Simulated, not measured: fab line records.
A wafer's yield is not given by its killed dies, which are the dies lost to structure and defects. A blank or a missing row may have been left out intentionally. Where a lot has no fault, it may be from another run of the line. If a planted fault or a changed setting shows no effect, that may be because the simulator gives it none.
Comparing a struck lot with a sound one | flow sfq line | 42 steps out of a route of 325
Sound: wafers L396.3, L396.4, L396.5. Wafers L412.2, L412.4, L412.6 were the ones struck. The cause is named last.
For every step that has rows: the tool of each side, followed by ch and its chambers, followed by its first start. Under that, the readings that differ: sound wafers | struck wafers | difference of the means | sigmas: that difference in standard deviations of wafers without a fault.
alike: words and numbers the same on both sides, and readings whose means are apart by under 2 such deviations; not compared: readings that were withheld, readings missing a value for some wafer, numbers with overlapping values and no deviation given by the record, and bounds like >300 which may hide the same value.
The two part at a step that has a row with sigmas, a row that says differs or no value, or rows on one side only. Non-overlapping numbers with no deviation appear without sigmas and do not part them. A reading that every wafer of one side lacks parts them only if that side has two wafers or more.

first, 6 steps without rows for these wafers: SFQ_TRILAYER_L0_VIA_LITHO_COAT_018 (resist thk 62 nm); SFQ_TRILAYER_L0_VIA_LITHO_COAT_013 (resist thk 650 nm); SFQ_TRILAYER_L0_VIA_LITHO_SOFTBAKE_017; SFQ_TRILAYER_L0_VIA_LITHO_EXPOSE_014 (exposes mask L0V, target cd 700 nm); SFQ_TRILAYER_L0_VIA_LITHO_PEB_016 (peb time 60 s); SFQ_TRILAYER_L0_VIA_LITHO_DEVELOP_015 (time 60 s).
SFQ_L0V_OVL_MEAS_903:
  sound on overlay-02 at day 5 18:20; struck on overlay-02 at day 11 05:59
  alike: L0V_OVL
SFQ_TRILAYER_L0_VIA_BARC_OPEN_VIA_ETCH_021: etches BARC in O2, target depth 125 nm, time 41.7 s.
  sound on rie diel-03 ch 0,1, day 5 18:22; struck on rie diel-04 ch 0,3, day 11 06:01
  alike: bias w, drypump motor current A, oes product au
  not compared: rf hours counter h
then, 1 step without rows for these wafers: SFQ_TRILAYER_L0_VIA_ETCH_VIA_ETCH_016 (etches SiO2 in CHF3, stops on MoNx KI, target depth 80 nm).
SFQ_TRILAYER_L0_VIA_STRIP_STRIP_017: strips in O2.
  sound on rie metal-01 ch 0,1, day 5 18:38; struck on rie metal-03 ch 1, day 11 06:17
  alike: drypump motor current A, oes product au
  not compared: rf hours counter h
then, 2 steps without rows for these wafers: SFQ_TRILAYER_L0_VIA_STRIP_SOLV_CLEAN_018 (cleans in NMP, time 600 s); SFQ_TRILAYER_M0_DEP_PRE_CLEAN_020 (time 15 s).
SFQ_TRILAYER_M0_DEP_SPUTTER_019: material Nb, target thk 200 nm, time 133.3 s.
  sound on pvd sputter-04 at day 5 19:14; struck on pvd sputter-03 at day 11 07:29
  reading                                             | sound             | struck          | difference | sigmas
  model.Nb_of_TRILAYER_M0_DEP_SPUTTER_019.thk nm (nm) | 198.5 197.5 197.6 | 184.8 184.1 185 | -13.2      |
  alike: throttle valve pct
SFQ_M0_RS_MEAS_904: uses a four-point probe to measure.
  sound on film metro-03 at day 5 19:22; struck on film metro-03 at day 11 07:36
  reading           | sound             | struck            | difference | sigmas
  M0_NB_RS (ohm/sq) | 0.897 0.902 0.902 | 0.965 0.969 0.964 | +0.066     | +7
then, 6 steps without rows for these wafers: SFQ_TRILAYER_M0_LITHO_COAT_026 (resist thk 62 nm); SFQ_TRILAYER_M0_LITHO_COAT_021 (resist thk 600 nm); SFQ_TRILAYER_M0_LITHO_SOFTBAKE_025; SFQ_TRILAYER_M0_LITHO_EXPOSE_022 (exposes mask M0, target cd 500 nm); SFQ_TRILAYER_M0_LITHO_PEB_024 (peb time 60 s); SFQ_TRILAYER_M0_LITHO_DEVELOP_023 (time 60 s).
SFQ_M0_OVL_MEAS_906:
  sound on overlay-01 at day 6 16:01; struck on overlay-02 at day 12 19:29
  alike: M0_OVL
then, 1 step without rows for these wafers: SFQ_TRILAYER_M0_BARC_OPEN_METAL_ETCH_031 (etches BARC in O2, target depth 125 nm, time 41.7 s).
SFQ_TRILAYER_M0_ETCH_METAL_ETCH_024: etches Nb in Cl2/Ar, stops on SiO2, target depth 240 nm, time 120 s.
  sound on rie metal-03 ch 0,1, day 6 16:08; struck on rie metal-03 ch 0,1, day 12 19:34
  reading               | sound             | struck            | difference | sigmas
  oes product au (a.u.) | 0.896 0.890 0.888 | 0.853 0.854 0.850 | -0.039     | -5
  alike: bias w, drypump motor current A
  not compared: rf hours counter h
then, 3 steps without rows for these wafers: SFQ_TRILAYER_M0_STRIP_STRIP_025 (strips in O2); SFQ_TRILAYER_M0_STRIP_SOLV_CLEAN_026 (cleans in NMP, time 600 s); SFQ_TRILAYER_I0_DEP_PECVD_027 (deposits SiO2 from SiH4/N2O, time 111.11 s, target thk 500 nm).
SFQ_TRILAYER_I0_CMP_CMP_028: polishes SiO2.
  sound on cmp-01 ch 0,1, day 6 17:04; struck on cmp-02 ch 0,2,3, day 13 02:21
  reading             | sound          | struck      | difference | sigmas
  motor current A (A) | 12.3 11.8 11.8 | 9.9 9.5 9.0 | -2.5       | -3
  alike: time to endpoint s
SFQ_I0_BOW_MEAS_907:
  sound on film metro-02 at day 6 20:07; struck on film metro-01 at day 13 04:52
  alike: I0_BOW
then, 7 steps without rows for these wafers: SFQ_TRILAYER_I0_METRO_MEASURE_029; SFQ_TRILAYER_I0_VIA_LITHO_COAT_036 (resist thk 62 nm); SFQ_TRILAYER_I0_VIA_LITHO_COAT_031 (resist thk 650 nm); SFQ_TRILAYER_I0_VIA_LITHO_SOFTBAKE_035; SFQ_TRILAYER_I0_VIA_LITHO_EXPOSE_032 (exposes mask I0, target cd 500 nm); SFQ_TRILAYER_I0_VIA_LITHO_PEB_034 (peb time 60 s); SFQ_TRILAYER_I0_VIA_LITHO_DEVELOP_033 (time 60 s).
-- the record jumps here: 6 days lie between the struck wafers' starts before and after --
SFQ_I0_OVL_MEAS_908:
  sound on overlay-02 at day 11 19:11; struck on overlay-01 at day 18 22:35
  alike: I0_OVL
SFQ_TRILAYER_I0_VIA_BARC_OPEN_VIA_ETCH_046: etches BARC in O2, target depth 125 nm, time 41.7 s.
  sound on rie diel-04 ch 0,1, day 11 19:13; struck on rie diel-02 ch 1,2, day 18 22:37
  alike: bias w, drypump motor current A, oes product au
  not compared: rf hours counter h
SFQ_TRILAYER_I0_VIA_ETCH_VIA_ETCH_034: etches SiO2 in CHF3, stops on Nb, target depth 260 nm.
  sound on rie diel-04 ch 0,1, day 11 19:15; struck on rie diel-02 ch 1,2, day 18 22:39
  alike: bias w, drypump motor current A, oes product au
then, 3 steps without rows for these wafers: SFQ_TRILAYER_I0_VIA_STRIP_STRIP_035 (strips in O2); SFQ_TRILAYER_I0_VIA_STRIP_SOLV_CLEAN_036 (cleans in NMP, time 600 s); SFQ_TRILAYER_M1_DEP_PRE_CLEAN_038 (time 22.5 s).
-- the record jumps here: 64 days lie between the struck wafers' starts before and after --
SFQ_M8_BOW_MEAS_951:
  sound on film metro-01 at day 76 02:55; struck on film metro-02 at day 82 10:58
  reading                 | sound               | struck               | difference | sigmas
  model.etest.m0.ohm um   | 1.792 1.795 1.799   | 1.929 1.931 1.928    | +0.134     |
  model.etest.m0.ohm sq   | 0.897 0.9016 0.9011 | 0.9632 0.9669 0.9622 | +0.0642    |
  model.etest.i0.link ohm | 1.968 1.99 1.993    | 2.042 2.031 2.03     | +0.051     |
  alike: M8_BOW

## WHERE THEY PART
Last at SFQ_TRILAYER_I0_CMP_CMP_028 as far as this record goes, first at SFQ_M0_RS_MEAS_904. Later steps at which nothing parts them and some readings are alike: SFQ_I0_BOW_MEAS_907, SFQ_I0_OVL_MEAS_908, SFQ_TRILAYER_I0_VIA_BARC_OPEN_VIA_ETCH_046, SFQ_TRILAYER_I0_VIA_ETCH_VIA_ETCH_034, SFQ_M8_BOW_MEAS_951.

WHY: the cause the simulator had injected
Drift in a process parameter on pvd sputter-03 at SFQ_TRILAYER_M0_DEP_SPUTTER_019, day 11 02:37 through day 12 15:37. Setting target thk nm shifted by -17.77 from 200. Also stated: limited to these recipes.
